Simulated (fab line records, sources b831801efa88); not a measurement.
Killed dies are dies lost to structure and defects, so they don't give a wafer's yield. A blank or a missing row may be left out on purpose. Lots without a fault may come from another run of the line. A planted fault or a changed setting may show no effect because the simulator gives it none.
One fault seen from 2 desks | flow sky130 | each desk has only its own numbers; what lay behind them comes last

THE METROLOGY DESK
What the gauges read, lot by lot, whatever tool the lot ran on: means of the sampled wafers that have a number. A lot is out of limits, marked OUT, if its mean lies more than 4 standard deviations from the usual mean; the brackets give that distance.
Columns: A = POLY_GATE_OXIDATION_THK at SKY_POLY_GATE_THK_MEAS_21, usual 4.01 nm; B = LDD_P_TW at SKY_LDD_P_TW_MEAS_11, usual 631; C = LDD_HVP_OVL at SKY_LDD_HVP_OVL_MEAS_07, usual 0.2 nm
lot  | first seen here | A    | B              | C
L851 | day 16 20:46    | 4.15 | 633            | 0.1
L855 | day 19 12:44    | 3.77 | 632            | 1.7
L857 | day 20 07:53    | 4.03 | 649 (+4.9) OUT | 1.2
L860 | day 20 14:46    | 3.94 | 642            | -0.1
L861 | day 20 20:18    | 4.09 | 645            | -0.4
L865 | day 22 04:19    | 3.96 | 637            | -0.2
L866 | day 22 17:48    | 3.84 | 628            | -0.4
L867 | day 22 23:16    | 3.94 | 636            | 1.1
L870 | day 23 19:08    | 4.04 | 632            | 0.9
L871 | day 24 03:30    | 4.07 | 629            | 2.4
L872 | day 24 13:20    | 4.11 | 626            | 1.0
L873 | day 24 18:12    | 3.93 | 631            | 1.8
This desk's finding: out of limits on L857; first on L857, day 22 22:55 (LDD_P_TW at SKY_LDD_P_TW_MEAS_11). In limits: L851, L855, L860, L861, L865, L866, L867, L870, L871, L872, L873.

THE TOOL OWNER'S DESK: implanter-03
The tool's own readings at SKY_LDD_P_IMPLANT_09: means of the sampled wafers that have a number, for each lot that ran on this tool. A lot is out of limits, marked OUT, if its mean lies more than 4 standard deviations from the usual mean; the brackets give that distance.
Columns: A = dose_ions_cm2 at SKY_LDD_P_IMPLANT_09, usual 9.999e+12; B = faraday_current_uA at SKY_LDD_P_IMPLANT_09, usual 56.6
lot  | first seen here | A                   | B
L851 | day 19 09:11    | 1.001e+13           | 56.7
L855 | day 22 04:00    | 9.986e+12           | 57.6
L857 | day 22 22:40    | 1.073e+13 (+78) OUT | 58.6
L860 | day 23 04:32    | 1.073e+13 (+79) OUT | 61.3 (+4.2) OUT
L861 | day 23 11:07    | 1.073e+13 (+79) OUT | 61.4 (+4.3) OUT
L871 | day 26 16:08    | 1.002e+13           | 56.9
L873 | day 27 06:23    | 1.000e+13           | 57.3
This desk's finding: out of limits on L857, L860, L861; first on L857, day 22 22:40 (dose_ions_cm2 at SKY_LDD_P_IMPLANT_09). In limits: L851, L855, L871, L873.

PUT TOGETHER
The tool owner's desk could have raised an alarm at day 22 22:40, on L857, L860, L861.
The metrology desk could have raised an alarm at day 22 22:55, on L857.
The metrology desk has L860, L861 on record, within its limits.
Of the lots named, all ran SKY_LDD_P_IMPLANT_09 on implanter-03.

WHAT THE SIMULATOR HAD PUT IN
Process parameter drift: implanter-03, from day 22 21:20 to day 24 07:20, at SKY_LDD_P_IMPLANT_09. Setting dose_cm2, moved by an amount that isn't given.
Lots struck among those shown: L857, L860, L861.
Hours from the fault's start to each desk's first reading out of limits: the tool owner's desk, 1; the metrology desk, 2.
